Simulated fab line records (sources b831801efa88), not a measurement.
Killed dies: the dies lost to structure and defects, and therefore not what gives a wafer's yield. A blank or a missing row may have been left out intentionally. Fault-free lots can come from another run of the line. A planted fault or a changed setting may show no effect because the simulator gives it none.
A sampling plan put to the test / flow sky130 / one fab line, 13 faults that these records tell of, each judged on the records of the lots that it struck
What counts as the plan is the set of the line's own looks, namely the steps on the route at which a gauge or an inspection reads a wafer and does not change it. A look is open to judgement when struck wafers have a number at it and the file gives its usual mean and standard deviation on fault-free wafers. Caught: at a look after the fault's first step, the mean of the struck wafers lies 4 or more of those standard deviations (sigma) from the usual mean. On the tool: here the same test is run on the tool's own readings at the fault's steps. It also counts as caught if the struck wafers ran another recipe or if their record alone is blank.

THE FAULTS, as the simulator had put them in
1. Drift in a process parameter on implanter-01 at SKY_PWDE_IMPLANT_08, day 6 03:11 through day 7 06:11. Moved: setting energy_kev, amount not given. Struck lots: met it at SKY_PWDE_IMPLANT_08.
2. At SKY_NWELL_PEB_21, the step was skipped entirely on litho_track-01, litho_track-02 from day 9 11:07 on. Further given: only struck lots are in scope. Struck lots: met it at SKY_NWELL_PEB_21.
3. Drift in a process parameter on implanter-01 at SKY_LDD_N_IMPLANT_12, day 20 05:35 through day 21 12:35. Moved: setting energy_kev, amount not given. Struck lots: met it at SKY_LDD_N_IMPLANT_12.
4. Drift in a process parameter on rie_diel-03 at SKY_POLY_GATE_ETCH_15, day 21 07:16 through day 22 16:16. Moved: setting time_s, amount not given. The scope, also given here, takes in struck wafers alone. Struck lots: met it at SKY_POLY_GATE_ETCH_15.
5. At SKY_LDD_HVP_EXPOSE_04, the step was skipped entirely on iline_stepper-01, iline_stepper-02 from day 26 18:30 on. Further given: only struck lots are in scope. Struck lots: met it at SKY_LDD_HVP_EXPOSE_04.
6. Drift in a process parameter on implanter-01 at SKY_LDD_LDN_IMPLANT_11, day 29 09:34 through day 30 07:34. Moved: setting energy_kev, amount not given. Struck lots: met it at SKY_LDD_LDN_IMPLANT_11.
7. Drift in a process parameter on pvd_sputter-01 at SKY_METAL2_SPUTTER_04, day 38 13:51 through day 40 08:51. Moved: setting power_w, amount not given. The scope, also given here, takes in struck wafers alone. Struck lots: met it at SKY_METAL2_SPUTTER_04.
8. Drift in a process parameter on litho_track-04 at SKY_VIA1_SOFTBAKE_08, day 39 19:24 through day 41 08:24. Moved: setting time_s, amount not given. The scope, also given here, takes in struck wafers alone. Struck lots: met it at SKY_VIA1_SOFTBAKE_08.
9. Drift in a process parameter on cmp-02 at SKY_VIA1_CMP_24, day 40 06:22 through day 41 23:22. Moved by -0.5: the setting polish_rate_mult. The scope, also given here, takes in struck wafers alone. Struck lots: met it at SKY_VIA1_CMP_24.
10. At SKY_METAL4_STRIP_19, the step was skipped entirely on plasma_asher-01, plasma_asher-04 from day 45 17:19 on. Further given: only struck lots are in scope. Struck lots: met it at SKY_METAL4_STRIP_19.
11. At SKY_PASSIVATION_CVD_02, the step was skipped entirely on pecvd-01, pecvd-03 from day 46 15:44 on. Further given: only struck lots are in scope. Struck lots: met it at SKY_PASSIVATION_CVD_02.
12. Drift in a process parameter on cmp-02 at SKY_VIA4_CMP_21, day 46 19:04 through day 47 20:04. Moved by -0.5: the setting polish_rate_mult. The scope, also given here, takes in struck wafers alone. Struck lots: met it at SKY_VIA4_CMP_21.
13. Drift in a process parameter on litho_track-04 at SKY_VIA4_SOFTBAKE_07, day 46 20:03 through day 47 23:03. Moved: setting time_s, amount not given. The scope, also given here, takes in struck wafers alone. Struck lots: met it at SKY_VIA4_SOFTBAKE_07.

WHAT THE PLAN SAW
fault=1; on the tool itself=beam_energy_keV -99 or beyond sigma; first look that catches it=none of the 3 looks that can be judged after it; reading, sigma=-; median hours from its first step to that look=-; hours from the fault's start to the first struck lot there=-; judged looks passed uncaught=3
fault=2; on the tool itself=the tool's record is blank for the struck wafers; first look that catches it=not the one look that can be judged after it; reading, sigma=-; median hours from its first step to that look=-; hours from the fault's start to the first struck lot there=-; judged looks passed uncaught=1
fault=3; on the tool itself=beam_energy_keV -99 or beyond sigma; first look that catches it=no look after it can be judged; reading, sigma=-; median hours from its first step to that look=-; hours from the fault's start to the first struck lot there=-; judged looks passed uncaught=0
fault=4; on the tool itself=run_length_s -7.9 sigma; first look that catches it=no look after it can be judged; reading, sigma=-; median hours from its first step to that look=-; hours from the fault's start to the first struck lot there=-; judged looks passed uncaught=0
fault=5; on the tool itself=no reading that can be judged; first look that catches it=not the one look that can be judged after it; reading, sigma=-; median hours from its first step to that look=-; hours from the fault's start to the first struck lot there=-; judged looks passed uncaught=1
fault=6; on the tool itself=beam_energy_keV +99 or beyond sigma; first look that catches it=no look after it can be judged; reading, sigma=-; median hours from its first step to that look=-; hours from the fault's start to the first struck lot there=-; judged looks passed uncaught=0
fault=7; on the tool itself=cathode_dc_power_W +99 or beyond sigma; first look that catches it=no look after it can be judged; reading, sigma=-; median hours from its first step to that look=-; hours from the fault's start to the first struck lot there=-; judged looks passed uncaught=0
fault=8; on the tool itself=run_length_s -99 or beyond sigma; first look that catches it=no look after it can be judged; reading, sigma=-; median hours from its first step to that look=-; hours from the fault's start to the first struck lot there=-; judged looks passed uncaught=0
fault=9; on the tool itself=overpolish_run_s -99 or beyond sigma; first look that catches it=no look after it can be judged; reading, sigma=-; median hours from its first step to that look=-; hours from the fault's start to the first struck lot there=-; judged looks passed uncaught=0
fault=10; on the tool itself=the tool's record is blank for the struck wafers; first look that catches it=no look after it can be judged; reading, sigma=-; median hours from its first step to that look=-; hours from the fault's start to the first struck lot there=-; judged looks passed uncaught=0
fault=11; on the tool itself=the tool's record is blank for the struck wafers; first look that catches it=no look after it can be judged; reading, sigma=-; median hours from its first step to that look=-; hours from the fault's start to the first struck lot there=-; judged looks passed uncaught=0
fault=12; on the tool itself=overpolish_run_s -99 or beyond sigma; first look that catches it=no look after it can be judged; reading, sigma=-; median hours from its first step to that look=-; hours from the fault's start to the first struck lot there=-; judged looks passed uncaught=0
fault=13; on the tool itself=run_length_s +21 sigma; first look that catches it=no look after it can be judged; reading, sigma=-; median hours from its first step to that look=-; hours from the fault's start to the first struck lot there=-; judged looks passed uncaught=0
Dash: fault not caught, or number not given in these records.

Caught at a look: 0 of 13. Caught on the tool: 12 of 13. By one or the other: 12 of 13.
Faults 1, 2, 3, 4, 6, 7, 8, 9, 10, 11, 12, 13 were caught on the tool alone.
Caught by neither: fault 5.
